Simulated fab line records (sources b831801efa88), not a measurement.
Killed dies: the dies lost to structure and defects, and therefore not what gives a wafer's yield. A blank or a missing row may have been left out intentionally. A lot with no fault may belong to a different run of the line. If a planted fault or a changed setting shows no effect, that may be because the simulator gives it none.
Which tool was responsible? / flow gf180mcu / Sampling: 7 lots, 21 wafers, 5 of 602 route steps

== WHAT THE GAUGES READ, wafer by wafer ==
GF_STI_CD_MEAS_12: target cd 220 nm. Usual: 220.1 nm for cd nm, sd 1.2.
lot=L439; measured=day 2 00:36; on=cd sem-01; cd nm (nm)=221.0 220.4 221.4; flag=
lot=L440; measured=day 2 06:11; on=cd sem-01; cd nm (nm)=220.3 220.4 220.3; flag=
lot=L441; measured=day 2 12:28; on=cd sem-01; cd nm (nm)=220.8 219.6 219.8; flag=
lot=L442; measured=day 2 17:25; on=cd sem-01; cd nm (nm)=218.3 218.7 217.0; flag=
lot=L448; measured=day 3 23:34; on=cd sem-01; cd nm (nm)=220.1 220.2 219.1; flag=
lot=L449; measured=day 4 04:42; on=cd sem-01; cd nm (nm)=221.0 221.5 220.9; flag=
lot=L450; measured=day 4 10:04; on=cd sem-02; cd nm (nm)=221.1 220.5 220.7; flag=

GF_MVPSD_TW_MEAS_11. Usual: MVPSD_TW gives 554 (standard deviation 6.4).
lot=L439; measured=day 5 01:58; on=film metro-04; MVPSD_TW=565 561 562; flag=
lot=L440; measured=day 5 07:24; on=film metro-04; MVPSD_TW=565 563 565; flag=
lot=L441; measured=day 5 10:53; on=film metro-04; MVPSD_TW=560 557 559; flag=
lot=L442; measured=day 5 14:31; on=film metro-02; MVPSD_TW=545 547 546; flag=
lot=L448; measured=day 6 23:33; on=film metro-01; MVPSD_TW=552 551 547; flag=
lot=L449; measured=day 7 07:41; on=film metro-01; MVPSD_TW=548 548 546; flag=
lot=L450; measured=day 7 14:25; on=film metro-01; MVPSD_TW=548 550 549; flag=

GF_VT_IMPLANT_TW_MEAS_10. Usual: VT_IMPLANT_TW gives 570 (standard deviation 5.2).
lot=L439; measured=day 5 11:52; on=film metro-01; VT_IMPLANT_TW=563 564 564; flag=
lot=L440; measured=day 5 15:40; on=film metro-03; VT_IMPLANT_TW=573 576 572; flag=
lot=L441; measured=day 5 23:17; on=film metro-03; VT_IMPLANT_TW=574 575 571; flag=
lot=L442; measured=day 6 04:54; on=film metro-04; VT_IMPLANT_TW=571 573 572; flag=
lot=L448; measured=day 7 15:42; on=film metro-03; VT_IMPLANT_TW=939 938 940; flag=OFF
lot=L449; measured=day 7 23:56; on=film metro-04; VT_IMPLANT_TW=936 938 940; flag=OFF
lot=L450; measured=day 8 06:49; on=film metro-03; VT_IMPLANT_TW=939 947 941; flag=OFF

GF_HV_LDD_CD_MEAS_07: target cd 400 nm. Usual: 400.2 nm for cd nm, sd 2.4.
lot=L439; measured=day 9 22:38; on=cd sem-02; cd nm (nm)=400.0 400.5 400.2; flag=
lot=L440; measured=day 10 03:53; on=cd sem-02; cd nm (nm)=403.3 403.5 401.1; flag=
lot=L441; measured=day 10 11:43; on=cd sem-02; cd nm (nm)=404.2 406.1 403.8; flag=
lot=L442; measured=day 10 19:29; on=cd sem-02; cd nm (nm)=400.4 400.6 400.4; flag=

== TOOL THAT RAN EACH LOT (tool first, then ch and the chambers of the sampled wafers, then the start) ==
lot=L439; GF_VT_IMPLANT_IMPLANT_08=implanter-03 ch 0, day 5 11:39
lot=L440; GF_VT_IMPLANT_IMPLANT_08=implanter-03 ch 0, day 5 15:25
lot=L441; GF_VT_IMPLANT_IMPLANT_08=implanter-04 ch 0, day 5 23:02
lot=L442; GF_VT_IMPLANT_IMPLANT_08=implanter-01 ch 0, day 6 04:40
lot=L448; GF_VT_IMPLANT_IMPLANT_08=implanter-04 ch 0, day 7 15:27
lot=L449; GF_VT_IMPLANT_IMPLANT_08=implanter-01 ch 0, day 7 23:41
lot=L450; GF_VT_IMPLANT_IMPLANT_08=implanter-01 ch 0, day 8 06:35
- GF_VT_IMPLANT_IMPLANT_08

== WHAT THE TOOLS THEMSELVES READ (means of the sampled wafers that have a number; where no wafer has one, the mark that the record gives instead) ==
The record holds no such reading with a usual standard deviation.

== THE ANSWER, worked out from the rows above alone ==
Rule: a lot is off if the mean of its wafers that have a number lies more than 3 standard deviations from the usual mean. A lot without any number at a reading at which 4 lots or more have one is off too. Any other lot the step has rows for is counted as sound. The gauges are gone through in route order, then the tools' own readings, and for those a lot's mean is taken as printed above. The first step at which some lot is off is used, and at that step the reading that is off furthest; a lot without a number counts as furthest.
Off: at GF_VT_IMPLANT_TW_MEAS_10 (VT_IMPLANT_TW), L448, L449, L450.
A tool fits if, at a process step before that reading, it ran every lot that is off, and no sound lot after the first of them. Those tools and the gauges at GF_VT_IMPLANT_TW_MEAS_10 are tried in the same way. No candidate that was tried fits.

== WHAT WAS PUT IN BY THE SIMULATOR ==
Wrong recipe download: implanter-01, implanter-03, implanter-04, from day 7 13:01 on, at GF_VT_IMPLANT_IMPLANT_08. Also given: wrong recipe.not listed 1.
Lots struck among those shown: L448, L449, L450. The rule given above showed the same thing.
